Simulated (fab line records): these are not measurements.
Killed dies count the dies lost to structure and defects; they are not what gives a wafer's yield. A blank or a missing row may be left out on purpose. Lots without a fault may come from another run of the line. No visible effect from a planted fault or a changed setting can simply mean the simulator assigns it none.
Struck lot and sound lot, side by side || flow sky130 || 15 out of 708 route steps
Sound: wafers L847.2, L847.4, L847.5. Wafers struck: L838.3, L838.5, L838.6. The cause is named last.
Per side, at each step with rows, come the tool, then ch with its chambers, and then its first start. Under that, the readings that differ: sound wafers || struck wafers || difference of the means || sigmas: that difference in standard deviations of wafers without a fault.
alike: readings with means less than 2 such deviations apart, plus words and numbers identical on both sides. not compared: withheld readings, readings lacking a value on some wafer, bounds such as >300 that could conceal the same value, and numbers that have no deviation in the record and whose values overlap.
Wherever a step has rows on one side only, a row that says differs or no value, or a row with sigmas, the two part there. Non-overlapping numbers with no deviation appear without sigmas and do not part them. Lack of a reading on every wafer of one side parts them only where that side has two or more wafers.

SKY_VIA1_BOW_MEAS_03:
  sound on film metro-03 at day 39 06:08; struck on film metro-01 at day 36 15:47
  alike: VIA1_BOW
then, 8 steps without rows for these wafers: SKY_VIA1_DEHYDRATE_04 (time 60 s); SKY_VIA1_HMDS_05 (prime time 60 s); SKY_VIA1_COAT_06 (resist thk 60 nm); SKY_VIA1_COAT_07 (resist thk 450 nm); SKY_VIA1_SOFTBAKE_08 (time 90 s); SKY_VIA1_EXPOSE_09 (exposes mask VIM, target cd 150 nm); SKY_VIA1_PEB_10; SKY_VIA1_DEVELOP_11 (develop time 60 s).
SKY_VIA1_CD_MEAS_12: target cd 150 nm.
  sound on cd sem-01 at day 40 07:03; struck on cd sem-02 at day 37 17:28
  alike: cd nm
SKY_VIA1_OVL_MEAS_13:
  sound on overlay-01 at day 40 07:09; struck on overlay-02 at day 37 17:34
  alike: VIA1_OVL
SKY_VIA1_ETCH_14: etches BARC in N2/H2, stops on SiO2, time 45.9 s, target depth 60 nm.
  sound on rie diel-03 ch 0,2, day 40 07:11; struck on rie diel-04 ch 0,3, day 37 17:35
  alike: drypump motor current A, oes product au, rf fwd power W, throttle valve pct
  not compared: rf hours counter h
SKY_VIA1_ETCH_15: etches SiO2 in C4F8/O2/Ar, stops on TiN, target depth 351 nm, time 54 s.
  sound on rie diel-03 ch 0,2, day 40 07:13; struck on rie diel-04 ch 0,3, day 37 17:37
{"reading": "rf fwd power W (W)", "sound": "1489 1484 1493", "struck": "1728 1734 1725", "difference": "+240", "sigmas": "+44"}
{"reading": "model.KrF-thick_of_VIA1_COAT_07.thk nm (nm)", "sound": "325.5 325.9 327", "struck": "318.9 318.8 316.3", "difference": -8.1, "sigmas": ""}
  alike: oes product au
  not compared: rf hours counter h, model.TiN_of_METAL1_SPUTTER_04.thk nm
SKY_VIA1_STRIP_16: strips in O2/N2.
  sound on plasma asher-02 ch 1, day 40 07:16; struck on plasma asher-04 ch 0,1, day 37 17:42
{"reading": "strip time to endpoint s (s)", "sound": "4.487 4.494 4.502", "struck": "4.428 4.417 4.386", "difference": -0.084, "sigmas": -3}
  alike: drypump motor current A, o2 flow sccm, oes product au
  not compared: rf hours counter h
-- the record jumps here: 11 days lie between the struck wafers' starts before and after (it left off in module VIA1 and takes up again in module PAD_OPEN, whose first step shown is number 708 of the route) --
SKY_PAD_OPEN_PROBE_99:
  the record has rows for the struck wafers here (prober-02, day 48 17:51) and none for the sound ones

## WHERE THEY PART
At SKY_VIA1_ETCH_15 first; at SKY_PAD_OPEN_PROBE_99 last (within this record only).

WHY: the cause the simulator had injected
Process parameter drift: rie diel-04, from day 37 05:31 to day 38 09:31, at SKY_VIA1_ETCH_15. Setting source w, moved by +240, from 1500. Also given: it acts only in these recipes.
